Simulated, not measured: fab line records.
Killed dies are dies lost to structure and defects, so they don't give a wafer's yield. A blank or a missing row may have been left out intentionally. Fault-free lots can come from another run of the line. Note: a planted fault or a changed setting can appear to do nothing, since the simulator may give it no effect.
One fault through the eyes of 2 desks :: flow sky130 :: each desk holds nothing but its own numbers, with what lay behind them at the end

## THE TOOL OWNER'S DESK: pvd-sputter-03
The tool's own readings at SKY_METAL5_SPUTTER_02 (material AlCu, target thk 1150 nm, time 61.2 s): means of the sampled wafers that have a number, for each lot that ran on this tool. Any lot whose mean is over 4 standard deviations away from the usual mean is out of limits and marked OUT; that distance is given in the brackets.
Columns: A = cathode-dc-power-W at SKY_METAL5_SPUTTER_02, usual 10600 W; B = throttle-valve-pct at SKY_METAL5_SPUTTER_02, usual 29.2 %
lot: L898
first seen here: day 43 02:54
A: 10601
B: 30.6

lot: L904
first seen here: day 44 22:11
A: 10602
B: 29.5

lot: L906
first seen here: day 45 11:44
A: 10599
B: 29.9

lot: L910
first seen here: day 46 03:52
A: 10601
B: 30.2

lot: L912
first seen here: day 47 05:31
A: 10600
B: 29.8

lot: L913
first seen here: day 47 12:11
A: 10599
B: 29.4

lot: L915
first seen here: day 47 19:32
A: 10601
B: 29.9
This desk's verdict: no lot among the 7 shows anything out of limits.

## THE METROLOGY DESK
What the gauges read, lot by lot, whatever tool the lot ran on: means of the sampled wafers that have a number. Any lot whose mean is over 4 standard deviations away from the usual mean is out of limits and marked OUT; that distance is given in the brackets.
Columns: A = cd-nm at SKY_SD_P_CD_MEAS_07, usual 381 nm; B = SD_P_OVL at SKY_SD_P_OVL_MEAS_08, usual -0.3 nm; C = METAL5_ALCU_RS at SKY_METAL5_RS_MEAS_05, usual 0.02701 ohm/sq; D = METAL5_ALCU_THK at SKY_METAL5_THK_MEAS_06, usual 1154 nm
lot: L898
first seen here: day 25 18:11
A: 379
B: -0.4
C: 0.02695
D: 1153

lot: L904
first seen here: day 28 01:37
A: 383
B: 1.5
C: 0.02678
D: 1165

lot: L906
first seen here: day 29 00:31
A: 380
B: 0.1
C: 0.02699
D: 1141

lot: L910
first seen here: day 29 17:22
A: 379
B: 0.9
C: 0.02684
D: 1158

lot: L912
first seen here: day 31 07:46
A: 381
B: 0.3
C: 0.03741 (+43) OUT
D: 954 (-18) OUT

lot: L913
first seen here: day 31 12:57
A: 377
B: -0.9
C: 0.04856 (+90) OUT
D: 742 (-37) OUT

lot: L915
first seen here: day 31 20:49
A: 379
B: -0.9
C: 0.04798 (+87) OUT
D: 742 (-37) OUT

lot: L917
first seen here: day 32 02:55
A: 386
B: 0.1
C: 0.02711
D: 1148

lot: L918
first seen here: day 32 16:29
A: 380
B: -0.1
C: 0.02710
D: 1146

lot: L920
first seen here: day 33 04:14
A: 383
B: -2.6
C: 0.02675
D: 1156
This desk reports L912, L913, L915 out of limits; the earliest was L912 at day 47 05:38 (METAL5_ALCU_RS at SKY_METAL5_RS_MEAS_05). L898, L904, L906, L910, L917, L918, L920: within limits.

## ALL TOGETHER
On L912, L913, L915, the metrology desk was in a position to raise an alarm at day 47 05:38.
The tool owner's desk saw nothing out of limits.
On record at the tool owner's desk: L912, L913, L915, within its limits.
Every lot named ran SKY_METAL5_SPUTTER_02 on pvd-sputter-03.

## WHAT THE SIMULATOR HAD PUT IN
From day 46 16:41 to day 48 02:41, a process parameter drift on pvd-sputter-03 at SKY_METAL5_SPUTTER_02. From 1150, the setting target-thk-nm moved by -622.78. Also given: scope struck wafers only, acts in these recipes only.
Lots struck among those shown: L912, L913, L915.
Per desk, hours elapsed from the start of the fault to the first reading out of limits: for the metrology desk, 13.
